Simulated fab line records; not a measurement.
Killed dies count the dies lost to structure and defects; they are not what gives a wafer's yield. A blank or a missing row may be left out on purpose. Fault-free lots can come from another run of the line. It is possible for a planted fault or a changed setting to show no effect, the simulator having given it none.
Which of the tools did it?    flow gf180mcu    14 lots with 42 wafers sampled at 2 steps, on a route of 602 steps

WHAT THE GAUGES SHOWED, per wafer
GF_CONTACT_THK_MEAS_01. Usual: CONTACT_CVD_00_THK typically reads 299.1 nm, with standard deviation 2.5.
lot   measured      on            CONTACT_CVD_00_THK (nm)  flag
L280  day 15 16:49  filmMetro-02  300.7 300.1 301.0        
L282  day 16 18:06  filmMetro-03  302.2 297.7 299.8        
L283  day 16 22:33  filmMetro-02  300.6 300.5 298.0        
L285  day 17 11:47  filmMetro-01  296.9 299.9 298.5        
L284  day 17 15:29  filmMetro-01  297.5 302.3 298.6        
L286  day 17 18:45  filmMetro-02  300.9 299.0 300.8        
L289  day 18 22:44  filmMetro-02  295.1 301.4 296.2        
L291  day 19 17:32  filmMetro-02  300.1 294.8 299.1        
L292  day 20 01:52  filmMetro-02  303.3 300.9 301.6        
L293  day 20 06:54  filmMetro-02  298.0 299.9 300.0        
L295  day 21 06:10  filmMetro-03  296.3 301.1 299.7        
L296  day 21 10:17  filmMetro-01  299.8 301.3 300.3        
L299  day 22 07:16  filmMetro-03  151.5 149.8 151.2        OFF
L302  day 23 09:23  filmMetro-03  152.9 154.7 155.5        OFF

EACH LOT AND THE TOOL THAT RAN IT (in order: tool; ch and the chambers of the sampled wafers; start)
lot   GF_CONTACT_CVD_00
L280  hdpcvd-01 ch 0,2, day 15 16:46
L282  hdpcvd-01 ch 0,1,2, day 16 18:03
L283  hdpcvd-02 ch 0,2, day 16 22:29
L285  hdpcvd-01 ch 0,1, day 17 11:44
L284  hdpcvd-02 ch 0,1,2, day 17 15:26
L286  hdpcvd-02 ch 0,1,2, day 17 18:42
L289  hdpcvd-02 ch 0,1, day 18 22:40
L291  hdpcvd-02 ch 0,1,2, day 19 17:29
L292  hdpcvd-01 ch 0,1, day 20 01:49
L293  hdpcvd-01 ch 0,1, day 20 06:50
L295  hdpcvd-01 ch 0,1, day 21 06:07
L296  hdpcvd-02 ch 0,1, day 21 10:14
L299  hdpcvd-02 ch 0,2, day 22 07:13
L302  hdpcvd-02 ch 0,1,2, day 23 09:20
- GF_CONTACT_CVD_00: deposits SiO2, target thk 300 nm, time 50 s.

WHAT THE TOOLS THEMSELVES READ (means of the sampled wafers that have a number; where no wafer has one, the mark that the record gives instead)
GF_CONTACT_CVD_00. Usual: sih4FlowSccm reads 60.02 sccm (standard deviation 0.17).
lot   tool       sih4FlowSccm (sccm)  flag
L280  hdpcvd-01  60.01                
L282  hdpcvd-01  59.89                
L283  hdpcvd-02  60.08                
L285  hdpcvd-01  60.31                
L284  hdpcvd-02  59.98                
L286  hdpcvd-02  60.00                
L289  hdpcvd-02  60.00                
L291  hdpcvd-02  59.97                
L292  hdpcvd-01  60.14                
L293  hdpcvd-01  59.95                
L295  hdpcvd-01  60.03                
L296  hdpcvd-02  60.06                
L299  hdpcvd-02  30.08                OFF
L302  hdpcvd-02  29.98                OFF

THE ANSWER, worked out from the rows above alone
Rule: take the mean of a lot's wafers that have a number; if it is more than 3 standard deviations from the usual mean, the lot is off. Also off: a lot with no number at a reading for which 4 or more lots have one. All remaining lots with rows at the step are treated as sound. First the gauges in route order, then the tools' own readings, where a lot's mean is used as printed above. The first step at which some lot is off is used, and at that step the reading that is off furthest; a lot without a number counts as furthest.
Off: L299, L302, at GF_CONTACT_THK_MEAS_01 (CONTACT_CVD_00_THK).
A tool fits if, at a process step before that reading, it ran every lot that is off, and no sound lot after the first of them. The gauges at GF_CONTACT_THK_MEAS_01 aren't tried: what is off there is off at GF_CONTACT_CVD_00 too, on other tools, and a gauge's error can't cause that. One fits: GF_CONTACT_CVD_00 on hdpcvd-02. A fault onset in the window from L296 (day 21 10:14, its last sound lot) to L299 (day 22 07:13, its first lot off) fits.
The tool's own readings at GF_CONTACT_CVD_00 bear it out: on the lots that are off they differ by more than 5 times the standard deviation of the sound lots' means. sih4FlowSccm reads 30.03 sccm there against 60.03 sccm on the sound lots.

WHAT THE SIMULATOR HAD INSERTED
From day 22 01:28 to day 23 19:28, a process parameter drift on hdpcvd-02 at GF_CONTACT_CVD_00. The setting sih4FlowSccm was moved by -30, starting from 60. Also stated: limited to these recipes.
Shown lots that were struck: L299, L302. This agrees with what the rule above found.
